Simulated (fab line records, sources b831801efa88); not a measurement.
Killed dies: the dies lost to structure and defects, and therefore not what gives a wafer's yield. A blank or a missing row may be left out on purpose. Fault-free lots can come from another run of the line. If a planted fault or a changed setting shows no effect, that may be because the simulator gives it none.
Which tool did it? || flow sky130 || 13 lots, 39 wafers sampled, at 2 steps of a route of 708

## WHAT THE GAUGES READ, wafer by wafer
SKY_POLY_GATE_THK_MEAS_01.
{"lot": "L485", "measured": "day 13 22:32", "on": "film-metro-03", "POLY_GATE_CVD_00_THK (nm)": "179.0 179.2 178.4"}
{"lot": "L486", "measured": "day 14 07:25", "on": "film-metro-03", "POLY_GATE_CVD_00_THK (nm)": "181.6 181.2 180.5"}
{"lot": "L487", "measured": "day 14 14:31", "on": "film-metro-03", "POLY_GATE_CVD_00_THK (nm)": "181.4 182.1 181.5"}
{"lot": "L488", "measured": "day 14 23:20", "on": "film-metro-02", "POLY_GATE_CVD_00_THK (nm)": "181.6 182.0 182.3"}
{"lot": "L489", "measured": "day 15 16:40", "on": "film-metro-02", "POLY_GATE_CVD_00_THK (nm)": "178.0 176.5 175.3"}
{"lot": "L491", "measured": "day 15 19:42", "on": "film-metro-02", "POLY_GATE_CVD_00_THK (nm)": "179.9 180.8 182.2"}
{"lot": "L492", "measured": "day 16 09:22", "on": "film-metro-03", "POLY_GATE_CVD_00_THK (nm)": "180.1 179.0 177.9"}
{"lot": "L493", "measured": "day 16 19:13", "on": "film-metro-04", "POLY_GATE_CVD_00_THK (nm)": "178.2 177.6 179.1"}
{"lot": "L494", "measured": "day 17 04:47", "on": "film-metro-03", "POLY_GATE_CVD_00_THK (nm)": "179.9 179.2 179.2"}
{"lot": "L495", "measured": "day 17 09:38", "on": "film-metro-04", "POLY_GATE_CVD_00_THK (nm)": "180.9 181.8 179.7"}
{"lot": "L496", "measured": "day 17 20:38", "on": "film-metro-04", "POLY_GATE_CVD_00_THK (nm)": "180.9 182.5 182.1"}
{"lot": "L497", "measured": "day 18 10:04", "on": "film-metro-02", "POLY_GATE_CVD_00_THK (nm)": "182.9 181.3 183.3"}
{"lot": "L502", "measured": "day 20 20:47", "on": "film-metro-04", "POLY_GATE_CVD_00_THK (nm)": "156.9 158.0 155.6"}

## TOOL THAT RAN EACH LOT (tool first, then ch and the chambers of the sampled wafers, then the start)
{"lot": "L485", "SKY_POLY_GATE_CVD_00": "lpcvd-01 ch 0, day 13 21:20"}
{"lot": "L486", "SKY_POLY_GATE_CVD_00": "lpcvd-01 ch 1, day 14 06:13"}
{"lot": "L487", "SKY_POLY_GATE_CVD_00": "lpcvd-01 ch 1, day 14 13:19"}
{"lot": "L488", "SKY_POLY_GATE_CVD_00": "lpcvd-01 ch 1, day 14 22:07"}
{"lot": "L489", "SKY_POLY_GATE_CVD_00": "lpcvd-01 ch 0, day 15 15:28"}
{"lot": "L491", "SKY_POLY_GATE_CVD_00": "lpcvd-01 ch 0, day 15 18:30"}
{"lot": "L492", "SKY_POLY_GATE_CVD_00": "lpcvd-01 ch 0, day 16 08:10"}
{"lot": "L493", "SKY_POLY_GATE_CVD_00": "lpcvd-01 ch 1, day 16 18:01"}
{"lot": "L494", "SKY_POLY_GATE_CVD_00": "lpcvd-01 ch 1, day 17 03:35"}
{"lot": "L495", "SKY_POLY_GATE_CVD_00": "lpcvd-01 ch 0, day 17 08:26"}
{"lot": "L496", "SKY_POLY_GATE_CVD_00": "lpcvd-01 ch 0, day 17 19:26"}
{"lot": "L497", "SKY_POLY_GATE_CVD_00": "lpcvd-01 ch 0, day 18 08:51"}
{"lot": "L502", "SKY_POLY_GATE_CVD_00": "lpcvd-01 ch 1, day 20 19:34"}
- SKY_POLY_GATE_CVD_00: deposits poly-Si, target thk 180 nm, time 720 s.

## WHAT THE TOOLS THEMSELVES READ (means of the sampled wafers that have a number; where no wafer has one, the mark that the record gives instead)
SKY_POLY_GATE_CVD_00.
{"lot": "L485", "tool": "lpcvd-01", "spike-tc-bottom-C (C)": 637.6, "spike-tc-centre-C (C)": 620.3, "spike-tc-lower-C (C)": 620.5, "spike-tc-upper-C (C)": 620.1, "susceptor-temp-C (C)": 620.08}
{"lot": "L486", "tool": "lpcvd-01", "spike-tc-bottom-C (C)": 639.1, "spike-tc-centre-C (C)": 621.0, "spike-tc-lower-C (C)": 620.7, "spike-tc-upper-C (C)": 621.2, "susceptor-temp-C (C)": 619.91}
{"lot": "L487", "tool": "lpcvd-01", "spike-tc-bottom-C (C)": 638.4, "spike-tc-centre-C (C)": 622.0, "spike-tc-lower-C (C)": 620.0, "spike-tc-upper-C (C)": 620.4, "susceptor-temp-C (C)": 619.89}
{"lot": "L488", "tool": "lpcvd-01", "spike-tc-bottom-C (C)": 639.0, "spike-tc-centre-C (C)": 621.0, "spike-tc-lower-C (C)": 619.8, "spike-tc-upper-C (C)": 621.5, "susceptor-temp-C (C)": 619.99}
{"lot": "L489", "tool": "lpcvd-01", "spike-tc-bottom-C (C)": 638.2, "spike-tc-centre-C (C)": 619.9, "spike-tc-lower-C (C)": 619.3, "spike-tc-upper-C (C)": 619.9, "susceptor-temp-C (C)": 619.95}
{"lot": "L491", "tool": "lpcvd-01", "spike-tc-bottom-C (C)": 637.5, "spike-tc-centre-C (C)": 620.1, "spike-tc-lower-C (C)": 619.7, "spike-tc-upper-C (C)": 620.9, "susceptor-temp-C (C)": 619.96}
{"lot": "L492", "tool": "lpcvd-01", "spike-tc-bottom-C (C)": 638.8, "spike-tc-centre-C (C)": 620.4, "spike-tc-lower-C (C)": 619.1, "spike-tc-upper-C (C)": 620.7, "susceptor-temp-C (C)": 619.88}
{"lot": "L493", "tool": "lpcvd-01", "spike-tc-bottom-C (C)": 638.9, "spike-tc-centre-C (C)": 621.7, "spike-tc-lower-C (C)": 620.2, "spike-tc-upper-C (C)": 621.0, "susceptor-temp-C (C)": 619.98}
{"lot": "L494", "tool": "lpcvd-01", "spike-tc-bottom-C (C)": 638.4, "spike-tc-centre-C (C)": 620.7, "spike-tc-lower-C (C)": 620.4, "spike-tc-upper-C (C)": 620.2, "susceptor-temp-C (C)": 619.82}
{"lot": "L495", "tool": "lpcvd-01", "spike-tc-bottom-C (C)": 638.2, "spike-tc-centre-C (C)": 619.7, "spike-tc-lower-C (C)": 620.3, "spike-tc-upper-C (C)": 620.4, "susceptor-temp-C (C)": 620.03}
{"lot": "L496", "tool": "lpcvd-01", "spike-tc-bottom-C (C)": 638.1, "spike-tc-centre-C (C)": 619.9, "spike-tc-lower-C (C)": 619.4, "spike-tc-upper-C (C)": 620.7, "susceptor-temp-C (C)": 620.16}
{"lot": "L497", "tool": "lpcvd-01", "spike-tc-bottom-C (C)": 638.2, "spike-tc-centre-C (C)": 620.8, "spike-tc-lower-C (C)": 620.1, "spike-tc-upper-C (C)": 620.7, "susceptor-temp-C (C)": 619.60}
{"lot": "L502", "tool": "lpcvd-01", "spike-tc-bottom-C (C)": 633.0, "spike-tc-centre-C (C)": 616.5, "spike-tc-lower-C (C)": 614.2, "spike-tc-upper-C (C)": 615.5, "susceptor-temp-C (C)": 614.76}

## THE ANSWER, worked out from the rows above alone
Rule: the usual values come from the lots themselves. Put in order of their means at a reading, lots are off if they are a third of the lots or fewer, leave a main group of 4 or more, and stand apart from it by a gap of 3 or more times the standard deviation of the main group's means; of several such gaps the widest counts. A main group whose means are all the same, to the digits that the tables above print for the reading, isn't used. Also off: a lot with no number at a reading for which 4 or more lots have one. All remaining lots with rows at the step are treated as sound. The gauges are gone through in route order, then the tools' own readings, and for those a lot's mean is taken as printed above. At the first step where some lot is off, the reading lying furthest off is the one used; lots without a number count as furthest.
Off: at SKY_POLY_GATE_THK_MEAS_01 (POLY_GATE_CVD_00_THK), L502. The main group: mean 180.3 nm, standard deviation 1.7.
If a tool, at a process step before that reading, ran all the lots that are off and no sound lot after the first of them, it fits. Not tried: the gauges at SKY_POLY_GATE_THK_MEAS_01; whatever is off there is also off at SKY_POLY_GATE_CVD_00, on other tools, and gauge error can't account for it. One candidate fits, namely lpcvd-01 at SKY_POLY_GATE_CVD_00. A fault onset in the window from L497 (day 18 08:51, its last sound lot) to L502 (day 20 19:34, its first lot off) fits.
The tool's own readings at SKY_POLY_GATE_CVD_00 bear it out: on the lots that are off they differ by more than 5 times the standard deviation of the sound lots' means. spike-tc-bottom-C reads 633.0 C there against 638.4 C on the sound lots; spike-tc-centre-C reads 616.5 C there against 620.6 C on the sound lots; spike-tc-lower-C reads 614.2 C there against 620.0 C on the sound lots; spike-tc-upper-C reads 615.5 C there against 620.6 C on the sound lots; susceptor-temp-C reads 614.76 C there against 619.94 C on the sound lots.

## WHAT WAS PUT IN BY THE SIMULATOR
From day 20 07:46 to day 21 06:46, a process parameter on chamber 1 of lpcvd-01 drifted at SKY_POLY_GATE_CVD_00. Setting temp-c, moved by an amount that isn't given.
Shown lots that were struck: L502. The rule above found the same.
